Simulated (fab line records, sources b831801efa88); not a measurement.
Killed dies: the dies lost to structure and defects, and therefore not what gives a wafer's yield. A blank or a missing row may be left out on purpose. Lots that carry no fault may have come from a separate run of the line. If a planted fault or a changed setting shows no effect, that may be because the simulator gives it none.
What tool caused it? ; flow gf180mcu ; at 1 step of a route of 602, 13 lots with 39 wafers sampled

== WHAT THE GAUGES SHOWED, per wafer ==
GF_V2_THK_MEAS_03. Usual: for V2_CVD_02_THK the level is 849 nm and the standard deviation is 11.
lot;measured;on;V2_CVD_02_THK (nm);flag
L829;day 19 05:18;film metro-02;825 827 843;
L830;day 19 10:41;film metro-03;840 835 866;
L832;day 20 08:35;film metro-04;847 841 856;
L834;day 21 05:28;film metro-04;857 864 861;
L836;day 21 19:12;film metro-02;845 844 864;
L837;day 22 06:27;film metro-02;846 860 877;
L838;day 22 20:41;film metro-03;833 862 847;
L842;day 24 00:05;film metro-04;843 839 848;
L843;day 24 12:50;film metro-02;839 852 856;
L845;day 25 00:13;film metro-02;849 842 860;
L846;day 25 13:37;film metro-02;846 853 863;
L848;day 25 21:46;film metro-04;852 856 872;
L849;day 26 08:42;film metro-03;828 850 858;

== WHICH TOOL RAN EACH LOT (tool, then ch and the chambers of the sampled wafers, then the start) ==
Before these readings, the record contains no process step.

== AS READ BY THE TOOLS THEMSELVES (means over the sampled wafers that have a number; for cases with no such wafer, the mark the record gives instead) ==
The record holds no such reading with a usual standard deviation.

== THE ANSWER, worked out from the rows above alone ==
Rule: a lot counts as off when the mean over its wafers that have a number is more than 3 standard deviations away from the usual mean. Also off: a lot with no number at a reading for which 4 or more lots have one. Where the step has rows for the other lots, those lots are counted as sound. First the gauges in route order, then the tools' own readings, where a lot's mean is used as printed above. At the first step where some lot is off, the reading lying furthest off is the one used; lots without a number count as furthest.
No lot is off on any of the readings shown, so nothing can be concluded from this.

== WHAT WAS PUT IN BY THE SIMULATOR ==
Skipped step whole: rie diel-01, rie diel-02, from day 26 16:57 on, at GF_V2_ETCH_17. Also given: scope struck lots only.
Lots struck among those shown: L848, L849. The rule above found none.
